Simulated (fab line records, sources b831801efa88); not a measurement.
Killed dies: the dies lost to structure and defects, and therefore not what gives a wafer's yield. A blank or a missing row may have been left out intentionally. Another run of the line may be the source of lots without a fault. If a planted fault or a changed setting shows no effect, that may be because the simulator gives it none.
fab line records	flow sky130
record lots=24	wafers=72	last-day=50
route steps=708 shown POLY_GATE@236 VIA1@474 METAL2@484 VIA2@509
lots that met no fault: from a run of the same line without faults
start-h: hours from the record's opening day to when the first of the lot's shown wafers began	wait-h: hours since the lot's step before	" unchanged from the row above	L1.1+2: a single row standing in for several wafers	- either no value or no given start	* or withheld: withheld	< > ~ a bound
route shown NAME@n: names a module that has steps shown in the file, with the first one's number in the route	usual: mean and standard deviation over wafers with no fault	same: alike in all rows	chamber/n: place in a boat	sites: the reading at each site	_std_site: standard deviation across them	_edge_site: outer sites' mean less inner sites'	radius-mm: for every site, how far away it sits from the centre of the wafer	mask NAME#n: copy n	behind: the last tool/chamber to shape the wafer	hold: why the lot went on hold/how many hours it stayed there/how the hold came to an end	device: the transistor (n, p or np) that didn't switch	end of line: the route-end tests of the same wafers	a step with no rows: only its recipe	killed: count of dies lost to structure and defects at first sort (not the wafer's yield)	map: per-die view of a wafer (x killed, . not killed, _ where there is no die)
set.NAME: the setting that was run; set.NAME@STEP: the one run at that earlier step	model.NAME: the simulator's own value behind a step, which no gauge read
one table for each step of the route and one row for each wafer, over a sample of lots
services: a tool's chamber out of use, with start hour (start-h, from the record's first day; less than 0 if before it), hours out, and reason
## steps
# step SKY_POLY_GATE_CD_MEAS_22
# usual cd-nm=151/3.4
lot.wafer	tool	chamber	start-h	wait-h	cd-nm
L074.1	cd-sem-02	-	361.98	0.1	150
L074.4	"	-	"	"	155
L074.6	"	-	"	"	152
L075.1	cd-sem-01	-	376.53	0.1	148
L075.3	"	-	"	"	154
L075.5	"	-	"	"	151
L076.1	cd-sem-01	-	387.37	0.1	150
L076.2	"	-	"	"	149
L076.4	"	-	"	"	146
L077.4	cd-sem-01	-	394.23	0.1	148
L077.5	"	-	"	"	147
L077.6	"	-	"	"	153
L078.4	cd-sem-01	-	405.20	0.1	148
L078.5	"	-	"	"	152
L078.6	"	-	"	"	145
L079.1	cd-sem-02	-	418.36	0.1	152
L079.2	"	-	"	"	151
L079.6	"	-	"	"	152
L080.3	cd-sem-01	-	434.39	0.1	149
L080.4	"	-	"	"	146
L080.5	"	-	"	"	151
L081.1	cd-sem-01	-	439.40	0.1	143
L081.3	"	-	"	"	152
L081.5	"	-	"	"	153
L082.1	cd-sem-01	-	442.63	0.1	157
L082.4	"	-	"	"	150
L082.5	"	-	"	"	157
L083.1	cd-sem-01	-	471.38	0.1	154
L083.2	"	-	"	"	157
L083.4	"	-	"	"	158
L084.1	cd-sem-01	-	478.23	0.1	148
L084.2	"	-	"	"	148
L084.4	"	-	"	"	150
L085.1	cd-sem-01	-	481.77	0.1	154
L085.2	"	-	"	"	156
L085.3	"	-	"	"	153
L087.4	cd-sem-02	-	494.37	0.1	151
L087.5	"	-	"	"	151
L087.6	"	-	"	"	147
L086.2	cd-sem-01	-	495.31	0.1	154
L086.4	"	-	"	"	149
L086.6	"	-	"	"	152
L088.2	cd-sem-01	-	497.01	0.1	150
L088.3	"	-	"	"	149
L088.4	"	-	"	"	148
L089.1	cd-sem-02	-	509.94	0.1	149
L089.3	"	-	"	"	148
L089.4	"	-	"	"	151
L090.1	cd-sem-01	-	514.52	0.1	150
L090.4	"	-	"	"	151
L090.6	"	-	"	"	151
L091.3	cd-sem-01	-	531.73	0.1	146
L091.5	"	-	"	"	148
L091.6	"	-	"	"	145
L092.1	cd-sem-01	-	540.78	0.1	146
L092.3	"	-	"	"	148
L092.6	"	-	"	"	153
L093.1	cd-sem-01	-	541.67	0.1	154
L093.4	"	-	"	"	154
L093.5	"	-	"	"	151
L094.1	cd-sem-02	-	548.23	0.1	151
L094.2	"	-	"	"	144
L094.3	"	-	"	"	148
L095.2	cd-sem-02	-	558.50	0.1	150
L095.3	"	-	"	"	148
L095.4	"	-	"	"	147
L096.1	cd-sem-02	-	566.89	0.1	154
L096.5	"	-	"	"	154
L096.6	"	-	"	"	156
L097.1	cd-sem-02	-	575.03	0.1	156
L097.4	"	-	"	"	158
L097.6	"	-	"	"	156
# step SKY_VIA1_STRIP_16
# recipe chemistry=O2/N2	power-w=1400	pressure-mtorr=1500	platen-temp-c=withheld	o2-flow-sccm=3000	n2-flow-sccm=300	overash-fraction=0.5
# usual drypump-motor-current-A=5.7/0.37	oes-product-au=0.416/0.0047	strip-time-to-endpoint-s=4.461/0.025
lot.wafer	tool	chamber	start-h	wait-h	drypump-motor-current-A	oes-product-au	rf-hours-counter-h	strip-time-to-endpoint-s
L074.1	plasma-asher-02	0	773.92	0.0	6.3	0.410	62	4.426
L074.4	"	0	"	"	6.3	0.415	-	4.438
L074.6	"	0	"	"	6.3	0.409	-	4.437
L075.1	plasma-asher-01	0	790.66	0.0	5.2	0.416	33	4.461
L075.3	"	0	"	"	5.2	0.408	-	4.436
L075.5	"	1	"	"	5.4	0.413	-	4.448
L076.1	plasma-asher-01	0	804.63	0.0	5.2	0.416	35	4.455
L076.2	"	1	"	"	5.4	0.415	35	4.425
L076.4	"	1	"	"	5.5	0.421	-	4.457
L077.4	plasma-asher-02	1	806.60	0.1	5.8	0.427	-	4.478
L077.5	"	1	"	"	5.8	0.418	-	4.442
L077.6	"	0	"	"	6.4	0.413	-	4.472
L078.4	plasma-asher-02	1	814.11	0.0	5.9	0.407	-	4.465
L078.5	"	0	"	"	6.3	0.419	-	4.493
L078.6	"	1	"	"	5.9	0.417	-	4.461
L079.1	plasma-asher-03	1	830.26	0.0	5.3	0.422	8	4.499
L079.2	"	0	"	"	5.8	0.418	8	4.468
L079.6	"	0	"	"	5.9	0.422	-	4.484
L080.3	plasma-asher-02	0	846.51	0.1	6.3	0.409	-	4.491
L080.4	"	1	"	"	5.8	0.410	-	4.421
L080.5	"	0	"	"	6.3	0.413	-	4.471
L081.1	plasma-asher-03	1	847.81	0.0	5.3	0.420	10	4.495
L081.3	"	1	"	"	5.3	0.418	-	4.457
L081.5	"	0	"	"	5.8	0.414	-	4.454
L082.1	plasma-asher-02	0	851.07	0.0	6.2	0.419	70	4.489
L082.4	"	1	"	"	5.9	0.415	-	4.436
L082.5	"	1	"	"	5.9	0.422	-	4.462
L083.1	plasma-asher-02	1	878.49	0.0	5.9	0.414	72	4.431
L083.2	"	0	"	"	6.3	0.411	72	4.439
L083.4	"	1	"	"	5.9	0.416	-	4.457
L084.1	plasma-asher-01	0	883.63	0.0	5.2	0.418	42	4.459
L084.2	"	1	"	"	5.5	0.414	42	4.427
L084.4	"	0	"	"	5.2	0.421	-	4.424
L085.1	plasma-asher-03	0	884.18	0.0	5.8	0.414	13	4.476
L085.2	"	1	"	"	5.3	0.419	13	4.497
L085.3	"	0	"	"	5.8	0.419	-	4.475
L087.4	plasma-asher-01	0	892.55	0.1	5.2	0.414	-	4.453
L087.5	"	0	"	"	5.2	0.416	-	4.420
L087.6	"	1	"	"	5.5	0.412	-	4.463
L086.2	plasma-asher-02	1	897.22	0.0	5.8	0.418	74	4.465
L086.4	"	0	"	"	6.2	0.420	-	4.456
L086.6	"	0	"	"	6.3	0.411	-	4.457
L088.2	plasma-asher-03	0	897.53	0.0	5.8	0.420	15	4.434
L088.3	"	1	"	"	5.4	0.420	-	4.495
L088.4	"	0	"	"	5.9	0.411	-	4.470
L089.1	plasma-asher-01	0	906.93	0.0	5.2	0.420	45	4.446
L089.3	"	0	"	"	5.2	0.420	-	4.476
L089.4	"	1	"	"	5.5	0.420	-	4.447
L090.1	plasma-asher-03	0	914.58	0.0	5.8	0.429	16	4.456
L090.4	"	0	"	"	5.8	0.425	-	4.494
L090.6	"	1	"	"	5.3	0.419	-	4.501
L091.3	plasma-asher-03	1	926.55	0.1	5.3	0.413	-	4.467
L091.5	"	1	"	"	5.4	0.420	-	4.500
L091.6	"	0	"	"	5.8	0.416	-	4.486
L092.1	plasma-asher-02	1	932.73	0.0	5.9	0.412	78	4.485
L092.3	"	0	"	"	6.3	0.415	-	4.479
L092.6	"	1	"	"	5.9	0.413	-	4.451
L093.1	plasma-asher-03	0	934.27	0.0	5.8	0.417	18	4.453
L093.4	"	1	"	"	5.3	0.417	-	4.481
L093.5	"	1	"	"	5.3	0.416	-	4.507
L094.1	plasma-asher-02	1	939.53	0.0	5.9	0.416	79	4.497
L094.2	"	0	"	"	6.3	0.412	79	4.428
L094.3	"	0	"	"	6.3	0.417	-	4.440
L095.2	plasma-asher-03	1	946.73	0.0	5.3	0.420	20	4.435
L095.3	"	1	"	"	5.3	0.411	-	4.498
L095.4	"	0	"	"	5.8	0.419	-	4.474
L096.1	plasma-asher-03	0	954.33	0.0	5.8	0.417	21	4.425
L096.5	"	0	"	"	5.8	0.416	-	4.480
L096.6	"	1	"	"	5.3	0.410	-	4.413
L097.1	plasma-asher-02	1	962.77	0.0	5.9	0.418	81	4.463
L097.4	"	0	"	"	6.3	0.408	-	4.524
L097.6	"	0	"	"	6.3	0.418	-	4.483
# step SKY_METAL2_SPUTTER_01
# recipe material=TiN	target-thk-nm=20	power-w=6500	time-s=16.7	chamber-pressure-pa=0.4
# usual throttle-valve-pct=30.1/1.1
lot.wafer	tool	chamber	start-h	wait-h	throttle-valve-pct
L074.1	pvd-sputter-02	-	775.17	0.0	30.3
L074.4	"	-	"	"	30.9
L074.6	"	-	"	"	30.5
L075.1	pvd-sputter-02	-	791.91	0.0	29.4
L075.3	"	-	"	"	30.4
L075.5	"	-	"	"	29.8
L076.1	pvd-sputter-02	-	805.91	0.0	30.5
L076.2	"	-	"	"	30.0
L076.4	"	-	"	"	31.0
L077.4	pvd-sputter-03	-	807.82	0.0	30.0
L077.5	"	-	"	"	31.1
L077.6	"	-	"	"	29.8
L078.4	pvd-sputter-02	-	815.35	0.0	30.2
L078.5	"	-	"	"	29.1
L078.6	"	-	"	"	31.1
L079.1	pvd-sputter-02	-	831.60	0.0	30.5
L079.2	"	-	"	"	30.0
L079.6	"	-	"	"	31.0
L080.3	pvd-sputter-02	-	847.78	0.0	29.8
L080.4	"	-	"	"	29.4
L080.5	"	-	"	"	29.8
L081.1	pvd-sputter-03	-	849.12	0.0	29.7
L081.3	"	-	"	"	30.9
L081.5	"	-	"	"	30.3
L082.1	pvd-sputter-03	-	852.46	0.0	31.1
L082.4	"	-	"	"	29.6
L082.5	"	-	"	"	30.6
L083.1	pvd-sputter-01	-	879.84	0.0	31.2
L083.2	"	-	"	"	29.2
L083.4	"	-	"	"	29.7
L084.1	pvd-sputter-02	-	884.89	0.0	30.1
L084.2	"	-	"	"	29.3
L084.4	"	-	"	"	30.0
L085.1	pvd-sputter-01	-	885.46	0.0	29.8
L085.2	"	-	"	"	30.8
L085.3	"	-	"	"	31.7
L087.4	pvd-sputter-01	-	893.84	0.0	28.8
L087.5	"	-	"	"	29.0
L087.6	"	-	"	"	29.6
L086.2	pvd-sputter-03	-	898.48	0.0	30.7
L086.4	"	-	"	"	30.9
L086.6	"	-	"	"	29.7
L088.2	pvd-sputter-02	-	898.78	0.0	30.6
L088.3	"	-	"	"	29.3
L088.4	"	-	"	"	30.2
L089.1	pvd-sputter-02	-	909.32	0.0	29.3
L089.3	"	-	"	"	31.1
L089.4	"	-	"	"	30.2
L090.1	pvd-sputter-01	-	916.13	0.0	31.6
L090.4	"	-	"	"	31.0
L090.6	"	-	"	"	29.2
L091.3	pvd-sputter-02	-	927.76	0.0	30.9
L091.5	"	-	"	"	30.8
L091.6	"	-	"	"	29.3
L092.1	pvd-sputter-01	-	934.02	0.0	31.6
L092.3	"	-	"	"	30.9
L092.6	"	-	"	"	29.1
L093.1	pvd-sputter-02	-	935.59	0.0	29.3
L093.4	"	-	"	"	30.5
L093.5	"	-	"	"	31.0
L094.1	pvd-sputter-03	-	940.77	0.0	31.1
L094.2	"	-	"	"	30.7
L094.3	"	-	"	"	29.6
L095.2	pvd-sputter-01	-	947.97	0.0	31.5
L095.3	"	-	"	"	29.9
L095.4	"	-	"	"	31.0
L096.1	pvd-sputter-01	-	955.61	0.0	29.1
L096.5	"	-	"	"	31.8
L096.6	"	-	"	"	29.7
L097.1	pvd-sputter-01	-	964.02	0.0	29.8
L097.4	"	-	"	"	28.8
L097.6	"	-	"	"	29.7
# step SKY_METAL2_RS_MEAS_05
# recipe thk-meas-gauge=four-point-probe	reads=TiN_of_METAL2_SPUTTER_04+Ti_of_METAL2_SPUTTER_03+AlCu_of_METAL2_SPUTTER_02+TiN_of_METAL2_SPUTTER_01+Ti_of_METAL2_SPUTTER_00
# usual METAL2_ALCU_RS=0.1275/0.0016
lot.wafer	tool	chamber	start-h	wait-h	METAL2_ALCU_RS[ohm/sq]
L074.1	film-metro-03	-	775.29	0.0	0.1291
L074.4	"	-	"	"	0.1297
L074.6	"	-	"	"	0.1288
L075.1	film-metro-03	-	792.03	0.0	0.1270
L075.3	"	-	"	"	0.1268
L075.5	"	-	"	"	0.1289
L076.1	film-metro-03	-	806.03	0.0	0.1270
L076.2	"	-	"	"	0.1283
L076.4	"	-	"	"	0.1278
L077.4	film-metro-02	-	807.99	0.1	0.1255
L077.5	"	-	"	"	0.1281
L077.6	"	-	"	"	0.1256
L078.4	film-metro-04	-	815.53	0.1	0.1300
L078.5	"	-	"	"	0.1293
L078.6	"	-	"	"	0.1293
L079.1	film-metro-03	-	831.72	0.0	0.1298
L079.2	"	-	"	"	0.1304
L079.6	"	-	"	"	0.1294
L080.3	film-metro-04	-	847.94	0.1	0.1275
L080.4	"	-	"	"	0.1266
L080.5	"	-	"	"	0.1282
L081.1	film-metro-02	-	849.24	0.0	0.1264
L081.3	"	-	"	"	0.1288
L081.5	"	-	"	"	0.1260
L082.1	film-metro-02	-	852.57	0.0	0.1292
L082.4	"	-	"	"	0.1270
L082.5	"	-	"	"	0.1275
L083.1	film-metro-02	-	879.96	0.0	0.1281
L083.2	"	-	"	"	0.1251
L083.4	"	-	"	"	0.1279
L084.1	film-metro-02	-	885.01	0.0	0.1275
L084.2	"	-	"	"	0.1269
L084.4	"	-	"	"	0.1279
L085.1	film-metro-03	-	885.58	0.0	0.1258
L085.2	"	-	"	"	0.1277
L085.3	"	-	"	"	0.1279
L087.4	film-metro-02	-	894.03	0.1	0.1268
L087.5	"	-	"	"	0.1245
L087.6	"	-	"	"	0.1274
L086.2	film-metro-04	-	898.62	0.0	0.1276
L086.4	"	-	"	"	0.1298
L086.6	"	-	"	"	0.1278
L088.2	film-metro-02	-	898.92	0.0	0.1283
L088.3	"	-	"	"	0.1249
L088.4	"	-	"	"	0.1268
L089.1	film-metro-04	-	909.44	0.0	0.1246
L089.3	"	-	"	"	0.1291
L089.4	"	-	"	"	0.1260
L090.1	film-metro-04	-	916.25	0.0	0.1294
L090.4	"	-	"	"	0.1288
L090.6	"	-	"	"	0.1269
L091.3	film-metro-03	-	927.92	0.1	0.1272
L091.5	"	-	"	"	0.1286
L091.6	"	-	"	"	0.1253
L092.1	film-metro-02	-	934.14	0.0	0.1305
L092.3	"	-	"	"	0.1300
L092.6	"	-	"	"	0.1279
L093.1	film-metro-02	-	935.71	0.0	0.1264
L093.4	"	-	"	"	0.1286
L093.5	"	-	"	"	0.1276
L094.1	film-metro-02	-	940.89	0.0	0.1272
L094.2	"	-	"	"	0.1254
L094.3	"	-	"	"	0.1256
L095.2	film-metro-03	-	948.11	0.0	0.1296
L095.3	"	-	"	"	0.1270
L095.4	"	-	"	"	0.1295
L096.1	film-metro-03	-	955.73	0.0	0.1246
L096.5	"	-	"	"	0.1283
L096.6	"	-	"	"	0.1251
L097.1	film-metro-04	-	964.15	0.0	0.1246
L097.4	"	-	"	"	0.1246
L097.6	"	-	"	"	0.1238
# step SKY_METAL2_OVL_MEAS_16
# usual METAL2_OVL=-4/4.7
lot.wafer	tool	chamber	start-h	wait-h	METAL2_OVL[nm]
L074.1	overlay-02	-	802.94	0.1	-9
L074.4	"	-	"	"	-2
L074.6	"	-	"	"	-5
L075.1	overlay-02	-	819.84	0.1	-3
L075.3	"	-	"	"	1
L075.5	"	-	"	"	0
L076.1	overlay-01	-	832.49	0.1	-3
L076.2	"	-	"	"	1
L076.4	"	-	"	"	2
L077.4	overlay-02	-	836.27	0.1	-8
L077.5	"	-	"	"	-6
L077.6	"	-	"	"	-7
L078.4	overlay-02	-	843.36	0.1	-2
L078.5	"	-	"	"	1
L078.6	"	-	"	"	-3
L079.1	overlay-01	-	859.89	0.1	-8
L079.2	"	-	"	"	-9
L079.6	"	-	"	"	-12
L080.3	overlay-02	-	875.91	0.1	3
L080.4	"	-	"	"	-6
L080.5	"	-	"	"	-7
L081.1	overlay-01	-	877.19	0.1	-7
L081.3	"	-	"	"	-15
L081.5	"	-	"	"	-8
L082.1	overlay-01	-	880.39	0.1	-6
L082.4	"	-	"	"	-8
L082.5	"	-	"	"	-10
L083.1	overlay-01	-	905.84	0.1	4
L083.2	"	-	"	"	4
L083.4	"	-	"	"	5
L084.1	overlay-01	-	910.60	0.1	0
L084.2	"	-	"	"	-1
L084.4	"	-	"	"	-4
L085.1	overlay-02	-	911.99	0.1	-7
L085.2	"	-	"	"	-11
L085.3	"	-	"	"	-4
L087.4	overlay-01	-	918.72	0.1	-8
L087.5	"	-	"	"	-7
L087.6	"	-	"	"	-7
L086.2	overlay-01	-	924.20	0.1	-9
L086.4	"	-	"	"	-1
L086.6	"	-	"	"	1
L088.2	overlay-02	-	924.32	0.1	-4
L088.3	"	-	"	"	-6
L088.4	"	-	"	"	-4
L089.1	overlay-01	-	933.99	0.1	0
L089.3	"	-	"	"	-2
L089.4	"	-	"	"	-7
L090.1	overlay-02	-	941.49	0.1	3
L090.4	"	-	"	"	-4
L090.6	"	-	"	"	-4
L091.3	overlay-02	-	952.16	0.1	-3
L091.5	"	-	"	"	0
L091.6	"	-	"	"	-3
L092.1	overlay-02	-	958.89	0.1	-1
L092.3	"	-	"	"	0
L092.6	"	-	"	"	-2
L093.1	overlay-02	-	960.00	0.1	-8
L093.4	"	-	"	"	-3
L093.5	"	-	"	"	-9
L094.1	overlay-01	-	964.39	0.1	1
L094.2	"	-	"	"	1
L094.3	"	-	"	"	-2
L095.2	overlay-01	-	971.61	0.1	-2
L095.3	"	-	"	"	-2
L095.4	"	-	"	"	-4
L096.1	overlay-01	-	979.80	0.1	-2
L096.5	"	-	"	"	-6
L096.6	"	-	"	"	-5
L097.1	overlay-02	-	988.34	0.1	-9
L097.4	"	-	"	"	-7
L097.6	"	-	"	"	-7
# step SKY_VIA2_CMP_02
# recipe material=SiO2	down-force-psi=4	platen-rpm=60	pad-velocity-m-s=0.94248
# usual motor-current-A=12.7/1.3	platen-rpm=60.00/0.041
lot.wafer	tool	chamber	start-h	wait-h	motor-current-A	platen-rpm
L074.1	cmp-01	3	803.97	0.1	13.6	59.99
L074.4	"	0	"	"	12.2	60.05
L074.6	"	3	"	"	13.4	60.01
L075.3	cmp-02	2	820.84	0.0	12.0	60.00
L075.1	"	0	"	"	12.8	59.98
L075.5	"	3	"	"	14.4	60.01
L076.4	cmp-01	2	833.58	0.0	15.0	60.02
L076.1	"	0	"	"	11.2	59.93
L076.2	"	1	"	"	11.4	60.06
L077.4	cmp-01	1	837.83	0.2	11.1	60.02
L077.6	"	2	"	"	14.7	59.97
L077.5	"	3	"	"	13.0	59.97
L078.4	cmp-02	2	844.60	0.2	12.0	59.93
L078.6	"	0	"	"	12.7	59.96
L078.5	"	1	"	"	11.7	60.06
L079.1	cmp-01	3	860.95	0.1	13.3	60.04
L079.2	"	1	"	"	11.0	60.02
L079.6	"	0	"	"	11.3	59.99
L080.4	cmp-02	1	877.06	0.1	12.0	60.01
L080.3	"	2	"	"	12.6	60.01
L080.5	"	0	"	"	12.6	59.98
L081.1	cmp-02	1	878.22	0.1	11.6	60.00
L081.3	"	0	"	"	12.7	59.97
L081.5	"	2	"	"	12.4	59.94
L082.1	cmp-02	1	881.47	0.1	11.7	59.95
L082.4	"	3	"	"	14.3	59.96
L082.5	"	0	"	"	12.0	59.97
L083.2	cmp-02	1	906.88	0.0	11.3	60.04
L083.1	"	2	"	"	12.0	59.97
L083.4	"	0	"	"	12.1	59.99
L084.1	cmp-01	0	911.65	0.1	12.2	59.95
L084.2	"	1	"	"	11.3	59.93
L084.4	"	2	"	"	16.2	59.95
L085.2	cmp-02	3	913.27	0.3	13.9	59.98
L085.1	"	0	"	"	12.6	60.00
L085.3	"	2	"	"	13.3	59.97
L087.4	cmp-02	3	919.91	0.2	14.0	60.04
L087.5	"	1	"	"	11.6	59.96
L087.6	"	2	"	"	12.3	60.06
L086.4	cmp-02	1	925.25	0.1	11.8	59.95
L086.2	"	3	"	"	14.3	60.03
L086.6	"	1	"	"	11.7	59.96
L088.2	cmp-01	1	925.32	0.0	10.9	59.99
L088.4	"	3	"	"	13.0	59.99
L088.3	"	0	"	"	11.1	59.95
L089.1	cmp-02	0	935.08	0.1	12.9	59.95
L089.4	"	1	"	"	11.4	60.03
L089.3	"	2	"	"	12.7	60.00
L090.4	cmp-02	2	942.97	0.1	12.3	59.95
L090.1	"	3	"	"	14.8	60.03
L090.6	"	1	"	"	11.6	59.93
L091.3	cmp-02	3	953.34	0.2	13.9	59.96
L091.6	"	0	"	"	13.2	60.03
L091.5	"	1	"	"	11.7	60.03
L092.1	cmp-01	2	959.94	0.1	14.8	60.04
L092.3	"	0	"	"	12.4	59.95
L092.6	"	2	"	"	15.5	60.00
L093.1	cmp-01	1	961.04	0.1	11.2	60.08
L093.4	"	0	"	"	12.2	59.95
L093.5	"	1	"	"	11.5	60.06
L094.1	cmp-01	0	965.45	0.1	12.1	60.02
L094.2	"	1	"	"	11.4	60.03
L094.3	"	2	"	"	14.1	60.02
L095.3	cmp-01	0	972.65	0.0	11.4	60.01
L095.2	"	2	"	"	14.0	60.10
L095.4	"	3	"	"	13.5	59.98
L096.1	cmp-01	2	980.94	0.1	15.0	60.09
L096.6	"	0	"	"	11.8	59.98
L096.5	"	1	"	"	11.4	60.02
L097.1	cmp-01	0	989.44	0.1	11.6	59.96
L097.4	"	1	"	"	10.9	60.08
L097.6	"	3	"	"	13.4	59.97
## services
tool	chamber	start-h	hours	kind
plasma-asher-01	-	751.06	3.0	repair
pvd-sputter-02	-	753.30	1.8	repair
plasma-asher-02	-	757.09	3.2	repair
plasma-asher-03	-	757.13	8.6	repair
pvd-sputter-03	-	781.78	2.3	repair
cmp-02	-	801.70	16.7	pm
plasma-asher-03	-	802.40	3.6	repair
pvd-sputter-02	-	820.24	9.1	repair
pvd-sputter-01	-	828.92	1.6	repair
plasma-asher-01	-	836.20	4.3	repair
pvd-sputter-01	-	838.44	1.7	repair
cmp-01	-	839.14	13.2	repair
pvd-sputter-03	-	856.70	2.2	repair
pvd-sputter-02	-	869.68	1.7	repair
cmp-02	-	892.31	5.7	pm
cmp-02	-	898.00	6.5	pm
cmp-02	-	899.73	1.8	repair
pvd-sputter-02	-	911.63	2.6	repair
cmp-01	-	912.00	4.0	pm
cmp-01	-	916.00	5.4	pm
cmp-02	-	926.81	0.7	repair
pvd-sputter-01	-	927.11	4.4	repair
pvd-sputter-02	-	939.71	6.3	repair
cmp-02	-	940.39	0.5	repair
## key
fault none
